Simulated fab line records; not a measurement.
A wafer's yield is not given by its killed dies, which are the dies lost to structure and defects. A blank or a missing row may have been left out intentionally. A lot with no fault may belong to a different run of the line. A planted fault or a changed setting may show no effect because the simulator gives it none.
Which tool was responsible? ; flow gf180mcu ; 6 lots, 18 wafers sampled, at 2 steps of a route of 602

## WHAT THE GAUGES SHOWED, per wafer
GF_VT_IMPLANT_RS_MEAS_48: uses a four-point probe to measure.
lot;measured;on;LVPWELL_RS (ohm/sq)
L809;day 7 20:58;film metro-04;1198 1196 1195
L811;day 8 10:51;film metro-04;1195 1193 1194
L815;day 9 14:47;film metro-03;1195 1197 1197
L817;day 10 00:46;film metro-03;1196 1192 1193
L825;day 12 07:59;film metro-01;1199 1201 1201
L828;day 13 08:05;film metro-01;1244 1241 1243 1246 1240 1245

## TOOL THAT RAN EACH LOT (tool first, then ch and the chambers of the sampled wafers, then the start)
lot;GF_LVPWELL_IMPLANT_09
L809;implanter-01 ch 0, day 4 02:35
L811;implanter-04 ch 0, day 4 12:55
L815;implanter-04 ch 0, day 5 14:40
L817;implanter-04 ch 0, day 5 21:56
L825;implanter-04 ch 0, day 7 22:08
L828;implanter-04 ch 0, day 8 16:38
- GF_LVPWELL_IMPLANT_09

## THE ANSWER, worked out from the rows above alone
Rule: the usual values come from the lots themselves. Put in order of their means at a reading, lots are off if they are a third of the lots or fewer, leave a main group of 4 or more, and stand apart from it by a gap of 3 or more times the standard deviation of the main group's means; of several such gaps the widest counts. The tables above print the reading to a certain number of digits; a main group whose means all agree to those digits is not used. Also off: a lot with no number at a reading for which 4 or more lots have one. Any other lot the step has rows for is counted as sound.
Off: L828, at GF_VT_IMPLANT_RS_MEAS_48 (LVPWELL_RS). For the main group the mean is 1196 ohm/sq and the standard deviation 2.4.
If a tool, at a process step before that reading, ran all the lots that are off and no sound lot after the first of them, it fits. Those tools and the gauges at GF_VT_IMPLANT_RS_MEAS_48 are tried in the same way. 2 tools fit, implanter-04 at GF_LVPWELL_IMPLANT_09 and film metro-01 at GF_VT_IMPLANT_RS_MEAS_48, so this cannot tell which one it is.

## WHAT THE SIMULATOR HAD INSERTED
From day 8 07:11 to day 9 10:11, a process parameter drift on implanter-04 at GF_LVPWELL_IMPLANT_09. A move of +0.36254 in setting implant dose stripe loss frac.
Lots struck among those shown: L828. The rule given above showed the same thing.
